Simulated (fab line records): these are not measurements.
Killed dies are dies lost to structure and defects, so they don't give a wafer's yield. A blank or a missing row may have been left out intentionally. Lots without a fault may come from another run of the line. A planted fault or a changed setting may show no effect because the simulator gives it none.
Lot-split experiment | flow sky130 | 23 wafers read across 5 lots, on a route 708 steps long

## THE SPLIT
At SKY_POLY_GATE_ETCH_16 (etches Si3N4 in CH3F/O2, stops on poly-Si, time 147.5 s, target depth 75 nm), the setting timeS was moved away from the recipe's 147.5 s on 11 of the 23 wafers read, by -13.4% to +11.3%. This setting was run at the recipe's value on the other wafers.

The split's own step is where the reading is taken.

## THE READING
oesProductAu, in a.u., at SKY_POLY_GATE_ETCH_16 (etches Si3N4 in CH3F/O2, stops on poly-Si, time 147.5 s, target depth 75 nm). Fault-free wafers of this fab line usually give 0.639 a.u., standard deviation 0.0052 a.u.

wafer  | tool, chamber at the split | timeS as run, s | against the recipe | oesProductAu, a.u. | against lot-mates on the recipe
L075.1 | rieDiel-03, 1              | 147.5           | recipe             | 0.632              | -
L075.2 | rieDiel-03, 0              | 147.5           | recipe             | 0.639              | -
L075.5 | rieDiel-03, 1              | 147.5           | recipe             | 0.642              | -
L076.1 | rieDiel-03, 1              | 164.1           | +11.3%             | 0.635              | -0.008
L076.3 | rieDiel-03, 2              | 164.1           | +11.3%             | 0.639              | -0.004
L076.4 | rieDiel-03, 3              | 147.5           | recipe             | 0.639              | -
L076.5 | rieDiel-03, 2              | 147.5           | recipe             | 0.647              | -
L076.6 | rieDiel-03, 3              | 164.1           | +11.3%             | 0.641              | -0.002
L077.1 | rieDiel-04, 0              | 129.5           | -12.2%             | 0.672              | +0.031
L077.2 | rieDiel-04, 3              | 147.5           | recipe             | 0.642              | -
L077.3 | rieDiel-04, 2              | 147.5           | recipe             | 0.639              | -
L077.5 | rieDiel-04, 0              | 129.5           | -12.2%             | 0.672              | +0.031
L077.6 | rieDiel-04, 1              | 129.5           | -12.2%             | 0.673              | +0.032
L082.1 | rieDiel-04, 0              | 147.5           | recipe             | 0.637              | -
L082.2 | rieDiel-04, 1              | 134.3           | -8.9%              | 0.666              | +0.033
L082.4 | rieDiel-04, 3              | 134.3           | -8.9%              | 0.664              | +0.031
L082.5 | rieDiel-04, 1              | 134.3           | -8.9%              | 0.663              | +0.030
L082.6 | rieDiel-04, 2              | 147.5           | recipe             | 0.630              | -
L083.1 | rieDiel-02, 3              | 127.8           | -13.4%             | 0.687              | +0.053
L083.3 | rieDiel-02, 0              | 147.5           | recipe             | 0.635              | -
L083.4 | rieDiel-02, 1              | 147.5           | recipe             | 0.634              | -
L083.5 | rieDiel-02, 0              | 147.5           | recipe             | 0.634              | -
L083.6 | rieDiel-02, 1              | 127.8           | -13.4%             | 0.672              | +0.038

THE FIT
A straight line over all 23 wafers: oesProductAu changes by -0.00189 a.u. for each +1% of timeS; r = -0.84; the points scatter about the line by 0.0096 a.u.
The same after taking each lot's own level away (the mean of its wafers on the recipe; 23 wafers): -0.00211 a.u. for each +1%; r = -0.89; scatter 0.0086 a.u.
That fit puts the effect of the largest move of timeS on the reading at 0.028 a.u.
The lots' own levels span 0.6335 to 0.6430 a.u., that is 1.8 times the standard deviation above.
So the slope is not independent of the lot-to-lot level: the two fits are not the same.
Check: for one of the wafers moved furthest among these (-13.4%), held out of the fit, the line's prediction against its lot-mates is +0.0316 a.u. It came out at +0.0527 a.u. against them.
Tool readings at the split's step, against how far the setting was moved: oesProductAu r = -0.84.

## OTHER SPLITS APPLIED TO THESE WAFERS
Other splits were also applied to these wafers ahead of the reading. Each is held against what the fit with the lots' levels taken away leaves over:
other split on the same wafers   | wafers away from the commonest value | r with oesProductAu (lot level and that fit taken away)
SKY_POLY_GATE_IMPLANT_02 doseCm2 | 10                                   | +0.08

## THE WHOLE CHAIN: every reading that the file lists as answering this split, in the file's order
step                   | what it does                                                                | reading                                                                               | change (the file's fit)                   | r (the file's)
SKY_POLY_GATE_ETCH_16  | etches Si3N4 in CH3F/O2, stops on poly-Si, time 147.5 s, target depth 75 nm | oesProductAu                                                                          | -0.00246 a.u. for each +1% of the setting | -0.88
SKY_POLY_GATE_ETCH_16  | etches Si3N4 in CH3F/O2, stops on poly-Si, time 147.5 s, target depth 75 nm | KrF-thick_of_POLY_GATE_COAT_08.thkNm (the simulator's own value, which no gauge read) | -1.13 nm for each +1% of the setting      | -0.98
SKY_POLY_GATE_STRIP_18 | strips in O2/N2                                                             | stripTimeToEndpointS                                                                  | withheld for each +1% of the setting      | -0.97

## FILE'S OWN FIT
oesProductAu changes by -0.00246 a.u. for each +1% of timeS, r = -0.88.
